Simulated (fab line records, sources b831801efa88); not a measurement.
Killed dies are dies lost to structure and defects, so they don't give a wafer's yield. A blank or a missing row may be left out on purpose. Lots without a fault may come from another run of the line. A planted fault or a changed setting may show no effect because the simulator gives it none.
Problem report in the 8D (eight disciplines) form, filled by code | flow sky130 | the parts of the form that need people (team, actions taken, sign-off) are left out

1. THE PROBLEM
run_length_s at SKY_GATE_OXIDE_CLEAN_00 reads a mean of 100.7 s on 6 wafers of 2 lots; wafers without a fault read 176.3 s with a standard deviation of 2.9. That is -26 standard deviations from the usual mean.
The step: cleans in SC1/SC2, time 150 s.
First seen on wafer L745.1, day 17 09:47, on wet_bench-02. The record holds 39 wafers of 13 lots with a number at this step. Rule for "out", or "out of limits": more than 4 standard deviations from the usual mean. The other wafers with a number count as sound.

2. WHAT IT IS AND WHAT IT IS NOT
question                    | is                     | is not
which readings at this step | run_length_s           | bath_heat_duty_pct
which lots                  | L745, L746             | L732, L734, L736, L738, L739, L740, L741, L742, L753, L754, L755
which wafers of those lots  | all that have a number | -
read on which tools         | wet_bench-02           | wet_bench-03, wet_bench-04
when                        | from day 17 09:47      | up to then (24 sound wafers); but 9 sound wafers of L753, L754, L755 came after

3. SUSPECTS, AND WHAT RULES EACH OUT
Counting: a tool at a process step up to the reading stays a suspect if it ran every lot that is out and no sound lot after the first of them.
- wet_bench-02 at SKY_GATE_OXIDE_CLEAN_00 (cleans in SC1/SC2, time 150 s): ruled out as a lasting fault. Sound lots L753, L755 ran on it after its first lot that is out, L745 (day 17 09:47).
Left after counting: nothing in the record.

4. THE CAUSE (what the simulator had put in)
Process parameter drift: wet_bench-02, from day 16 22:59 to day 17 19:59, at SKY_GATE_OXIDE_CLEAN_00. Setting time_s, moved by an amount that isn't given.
Counting ruled it out, wrongly.

5. THE CHAIN OF EFFECTS, in route order
Each row: a reading whose mean over the struck wafers that have a number lies more than 3 standard deviations from the usual. Only readings for which the record gives a usual standard deviation are gone through. hours: the time from each lot's start at the first step in this table that gives one to its start at this step, as a median over the lots. sigmas: the change in usual standard deviations.
hours | step                    | reading      | usual   | on struck wafers | change | sigmas
0     | SKY_GATE_OXIDE_CLEAN_00 | run_length_s | 176.3 s | 100.7            | -75.6  | -26
The process steps in it:
- SKY_GATE_OXIDE_CLEAN_00: cleans in SC1/SC2, time 150 s.
Later measuring or inspecting steps at which every struck wafer that the step has a row for has a number for every such reading, and none has moved that far: SKY_VIA1_RS_MEAS_22.

6. WHAT WOULD HAVE CAUGHT IT SOONER
In this record the first reading out of limits was taken at day 17 09:47, 11 hours after the fault began at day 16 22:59.
